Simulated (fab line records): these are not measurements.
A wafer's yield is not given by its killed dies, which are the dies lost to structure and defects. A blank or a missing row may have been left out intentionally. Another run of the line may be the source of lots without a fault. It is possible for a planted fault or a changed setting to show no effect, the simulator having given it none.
2 desks, one fault || flow sky130 || numbers are kept per desk, each desk with only its own; the story behind them comes last

== FOR THE TOOL OWNER'S DESK: implanter-03 ==
The tool's own readings at SKY_GATE_OXIDE_IMPLANT_11: means of the sampled wafers that have a number, for each lot that ran on this tool. Any lot whose mean is over 4 standard deviations away from the usual mean is out of limits and marked OUT; that distance is given in the brackets.
Columns: A = beam-energy-keV at SKY_GATE_OXIDE_IMPLANT_11, usual 10.001; B = dose-ions-cm2 at SKY_GATE_OXIDE_IMPLANT_11, usual 2.6e+12; C = faraday-current-uA at SKY_GATE_OXIDE_IMPLANT_11, usual 14.64
{"lot": "L550", "first seen here": "day 16 07:28", "A": 10.002, "B": 2.6e+12, "C": 14.82}
{"lot": "L556", "first seen here": "day 18 16:01", "A": 9.998, "B": 2.6e+12, "C": 14.91}
{"lot": "L559", "first seen here": "day 19 23:52", "A": 10.000, "B": "3.7e+12 (+99 or more) OUT", "C": "21.09 (+22) OUT"}
{"lot": "L561", "first seen here": "day 20 11:39", "A": 10.001, "B": "3.7e+12 (+99 or more) OUT", "C": "20.84 (+21) OUT"}
{"lot": "L562", "first seen here": "day 20 20:07", "A": 9.998, "B": "3.7e+12 (+99 or more) OUT", "C": "20.92 (+22) OUT"}
This desk finds L559, L561, L562 out of limits, L559 being first, at day 19 23:52 (dose-ions-cm2 at SKY_GATE_OXIDE_IMPLANT_11). Within limits: L550, L556.

== AT THE METROLOGY DESK ==
What the gauges read, lot by lot, whatever tool the lot ran on: means of the sampled wafers that have a number. Any lot whose mean is over 4 standard deviations away from the usual mean is out of limits and marked OUT; that distance is given in the brackets.
Columns: A = SONOS_ONO_CVD_02_THK at SKY_SONOS_ONO_THK_MEAS_03, usual 10.53 nm; B = GATE_OXIDE_TW at SKY_GATE_OXIDE_TW_MEAS_14, usual 223; C = POLY_GATE_CVD_03_THK at SKY_POLY_GATE_THK_MEAS_04, usual 75.4 nm
{"lot": "L546", "first seen here": "day 12 21:37", "A": 10.59, "B": 228, "C": 75.2}
{"lot": "L549", "first seen here": "day 13 08:11", "A": 10.59, "B": 227, "C": 75.1}
{"lot": "L550", "first seen here": "day 13 22:12", "A": 10.48, "B": 220, "C": 75.7}
{"lot": "L553", "first seen here": "day 14 18:50", "A": 10.48, "B": 226, "C": 75.4}
{"lot": "L555", "first seen here": "day 15 12:23", "A": 10.40, "B": 222, "C": 74.6}
{"lot": "L556", "first seen here": "day 15 21:27", "A": 10.31, "B": 225, "C": 74.9}
{"lot": "L559", "first seen here": "day 17 08:34", "A": 10.35, "B": "243 (+6.0) OUT", "C": 75.3}
{"lot": "L561", "first seen here": "day 17 20:49", "A": 10.71, "B": "243 (+6.2) OUT", "C": 76.7}
{"lot": "L562", "first seen here": "day 18 05:31", "A": 10.48, "B": "247 (+7.2) OUT", "C": 75.4}
{"lot": "L564", "first seen here": "day 18 18:08", "A": 10.55, "B": 221, "C": 76.1}
{"lot": "L565", "first seen here": "day 19 00:19", "A": 10.61, "B": 226, "C": 74.7}
{"lot": "L566", "first seen here": "day 19 00:19", "A": 10.51, "B": 221, "C": 74.7}
This desk finds L559, L561, L562 out of limits, with the earliest case on L559 at day 20 00:18 (GATE_OXIDE_TW at SKY_GATE_OXIDE_TW_MEAS_14). Within limits: L546, L549, L550, L553, L555, L556, L564, L565, L566.

== BROUGHT TOGETHER ==
At day 19 23:52, on L559, L561, L562, the tool owner's desk was in a position to raise an alarm.
An alarm was possible from the metrology desk at day 20 00:18, on L559, L561, L562.
The lots listed all ran SKY_GATE_OXIDE_IMPLANT_11 on implanter-03.

== WHAT HAD BEEN PUT IN BY THE SIMULATOR ==
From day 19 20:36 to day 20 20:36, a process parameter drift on implanter-03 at SKY_GATE_OXIDE_IMPLANT_11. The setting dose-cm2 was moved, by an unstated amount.
Struck lots among those shown: L559, L561, L562.
Counting hours from when the fault started, the first reading out of limits came at 3 for the tool owner's desk and at 4 for the metrology desk.
